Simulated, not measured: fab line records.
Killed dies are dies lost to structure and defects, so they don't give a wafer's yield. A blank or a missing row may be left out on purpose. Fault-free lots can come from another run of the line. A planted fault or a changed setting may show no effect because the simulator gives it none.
8D (eight disciplines) problem report, filled in by code | flow gf180mcu | the parts of the form that need people (team, actions taken, sign-off) are left out

== 1. THE PROBLEM ==
oesProductAu at GF_HV_LDD_STRIP_37 reads a mean of 0.756 a.u. on 5 wafers of 2 lots; wafers without a fault read 0.716 a.u. with a standard deviation of 0.0044. That puts it +9.1 standard deviations away from the usual mean.
The step: strips in O2/N2.
The first sign was on wafer L186.1 at day 16 11:48, on plasmaAsher-01. Wafers with a number at this step in the record: 39, from 13 lots. Rule for "out" (also "out of limits"): further than 4 standard deviations from the usual mean. All remaining wafers that have a number are taken as sound.

== 2. WHAT IT IS; WHAT IT IS NOT ==
question                    | is                                     | is not
which readings at this step | oesProductAu                           | drypumpMotorCurrentA, heaterPowerW, stripTimeToEndpointS
which lots                  | L186, L187                             | L172, L173, L174, L175, L176, L177, L178, L179, L180, L183, L188
which wafers of those lots  | L186.1, L186.4, L186.6, L187.4, L187.6 | L187.5
read on which tools         | plasmaAsher-01                         | plasmaAsher-02, plasmaAsher-03
when                        | from day 16 11:48                      | up to then (30 sound wafers); but 4 sound wafers of L187, L188 came after

== 3. THE SUSPECTS, EACH WITH WHAT RULES IT OUT ==
Counting: if a tool at a process step up to the reading ran every lot that is out, it stays a suspect. Sound lots after the first of them don't rule it out here, since some wafers of a struck lot are sound.
- plasmaAsher-01 at GF_HV_LDD_STRIP_37 (strips in O2/N2): kept. Every lot that is out went through it, the first being L186 (day 16 11:48); the last sound lot it ran before that was L183 (day 15 10:30). Out on those wafers are its own readings of oesProductAu.
- Within plasmaAsher-01 at GF_HV_LDD_STRIP_37, the wafers that are out were processed in chamber 1 and their sound lot-mates in chamber 0.
After counting, what remains is plasmaAsher-01 at GF_HV_LDD_STRIP_37.

== 4. THE CAUSE (what the simulator had put in) ==
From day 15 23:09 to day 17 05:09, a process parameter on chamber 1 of plasmaAsher-01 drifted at GF_HV_LDD_STRIP_37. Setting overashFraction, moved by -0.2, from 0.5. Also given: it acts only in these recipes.
Only this tool survived the counting.

== 5. THE EFFECT CHAIN, in route order ==
Each row: a reading where the mean over the struck wafers with a number is more than 3 standard deviations away from the usual. Scope: only readings with a usual standard deviation given in the record; hours: median across lots of the time from each lot's start at the first step in this table that gives one to its start at this step; sigmas: change in usual standard deviations.
hours | step               | reading      | usual      | on struck wafers | change | sigmas
0     | GF_HV_LDD_STRIP_37 | oesProductAu | 0.716 a.u. | 0.756            | +0.040 | +9.1
Its process steps:
- GF_HV_LDD_STRIP_37: strips in O2/N2.

== 6. WHAT WOULD HAVE CAUGHT IT SOONER ==
In this record the first reading out of limits was taken at day 16 11:48, 13 hours after the fault began at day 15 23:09.
